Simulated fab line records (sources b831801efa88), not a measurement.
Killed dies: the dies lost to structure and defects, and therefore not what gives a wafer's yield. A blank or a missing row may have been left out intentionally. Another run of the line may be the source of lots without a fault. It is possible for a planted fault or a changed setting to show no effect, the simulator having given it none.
One fault through the eyes of 2 desks -- flow sfq_line -- each desk holds nothing but its own numbers, with what lay behind them at the end

FROM THE METROLOGY DESK
Means of the sampled wafers that have a number, per lot and without regard to the tool the lot ran on: this is what the gauges read. Marked OUT: a lot whose mean sits more than 4 standard deviations from the usual mean, which makes it out of limits; the brackets give that distance.
Columns: A = M4_NB_RS at SFQ_M4_RS_MEAS_924, usual 0.891 ohm/sq
lot,first seen here,A
L849,day 30 01:18,0.884
L851,day 30 20:29,0.900
L852,day 31 06:06,0.894
L854,day 32 01:24,0.888
L855,day 32 14:10,0.885
L858,day 35 14:43,0.897
L862,day 37 02:42,0.494 (-54) OUT
L863,day 37 17:05,0.497 (-53) OUT
L866,day 39 20:28,0.879
L867,day 40 08:29,0.882
L869,day 40 22:51,0.886
L870,day 41 01:16,0.893
L871,day 41 07:16,0.896
L872,day 41 09:39,0.894
This desk's result: L862, L863 out of limits, first on L862 (M4_NB_RS at SFQ_M4_RS_MEAS_924), day 37 02:42. L849, L851, L852, L854, L855, L858, L866, L867, L869, L870, L871, L872 stayed within limits.

DESK OF THE TOOL OWNER: pvd_sputter-05
The tool's own readings at SFQ_TRILAYER_M4_DEP_SPUTTER_091 (material Nb, target thk 200 nm, time 133.3 s): means of the sampled wafers that have a number, for each lot that ran on this tool. Marked OUT: a lot whose mean sits more than 4 standard deviations from the usual mean, which makes it out of limits; the brackets give that distance.
Columns: A = substrate_temp_c at SFQ_TRILAYER_M4_DEP_SPUTTER_091, usual 19.99 C; B = throttle_valve_pct at SFQ_TRILAYER_M4_DEP_SPUTTER_091, usual 30.6 %
lot,first seen here,A,B
L852,day 31 05:59,19.95,29.9
L854,day 32 01:17,19.92,30.4
L862,day 37 02:37,20.01,30.5
L863,day 37 16:59,19.98,30.3
L866,day 39 20:21,20.05,29.9
L867,day 40 08:21,19.95,30.3
L870,day 41 01:09,19.99,29.7
L871,day 41 07:09,20.08,29.8
This desk's finding: nothing out of limits on any of the 8 lots.

BROUGHT TOGETHER
At day 37 02:42 the metrology desk could have sounded an alarm, on L862, L863.
The desk of the tool owner found nothing out of limits.
Tool owner's desk: L862, L863 on record, inside its limits.
SFQ_TRILAYER_M4_DEP_SPUTTER_091 was run on pvd_sputter-05 by each of the lots named.

WHAT HAD BEEN PUT IN BY THE SIMULATOR
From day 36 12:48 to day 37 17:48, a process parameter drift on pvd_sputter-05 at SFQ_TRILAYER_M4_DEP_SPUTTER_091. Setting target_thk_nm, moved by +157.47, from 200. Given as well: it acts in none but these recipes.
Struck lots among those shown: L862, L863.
Time in hours between the start of the fault and the first out-of-limits reading at each desk: metrology desk, 14.
